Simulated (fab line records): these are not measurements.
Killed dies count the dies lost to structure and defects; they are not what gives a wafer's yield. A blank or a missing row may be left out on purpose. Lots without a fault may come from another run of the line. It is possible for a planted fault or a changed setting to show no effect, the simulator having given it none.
The same fault as seen by 2 desks    flow sky130    each desk has only its own numbers; what lay behind them comes last

## DESK OF THE TOOL OWNER: furnace-01
The tool's own readings at SKY_GATE_OXIDE_OXIDATION_16 (stabilise 600 s, purge 300 s, target thk 3.57 nm): means of the sampled wafers that have a number, for each lot that ran on this tool. If a lot's mean is further than 4 standard deviations from the usual mean, the lot is out of limits and carries the mark OUT (the distance appears in the brackets).
Columns: A = oxTempCMax at SKY_GATE_OXIDE_OXIDATION_16, usual 805.9
lot   first seen here  A
L756  day 17 04:37     806.2
L757  day 17 16:29     807.1
L767  day 21 08:43     804.8
This desk's finding: nothing out of limits on any of the 3 lots.

## METROLOGY DESK
What the gauges read, lot by lot, whatever tool the lot ran on: means of the sampled wafers that have a number. If a lot's mean is further than 4 standard deviations from the usual mean, the lot is out of limits and carries the mark OUT (the distance appears in the brackets).
Columns: A = GATE_OXIDE_OVL at SKY_GATE_OXIDE_OVL_MEAS_10, usual -0.5 nm; B = GATE_OXIDE_TW at SKY_GATE_OXIDE_TW_MEAS_14, usual 224.9
lot   first seen here  A     B
L756  day 17 04:07     -1.3  224.0
L757  day 17 15:20     -1.6  224.0
L758  day 18 03:22     0.5   226.1
L767  day 21 08:07     -0.5  225.5
L768  day 21 18:46     0.4   225.9
L769  day 21 23:10     0.3   225.7
This desk's finding: nothing out of limits on any of the 6 lots.

## ALL TOGETHER
The tool owner's desk saw nothing out of limits.
Metrology desk: nothing out of limits seen.

## WHAT WAS PUT IN BY THE SIMULATOR
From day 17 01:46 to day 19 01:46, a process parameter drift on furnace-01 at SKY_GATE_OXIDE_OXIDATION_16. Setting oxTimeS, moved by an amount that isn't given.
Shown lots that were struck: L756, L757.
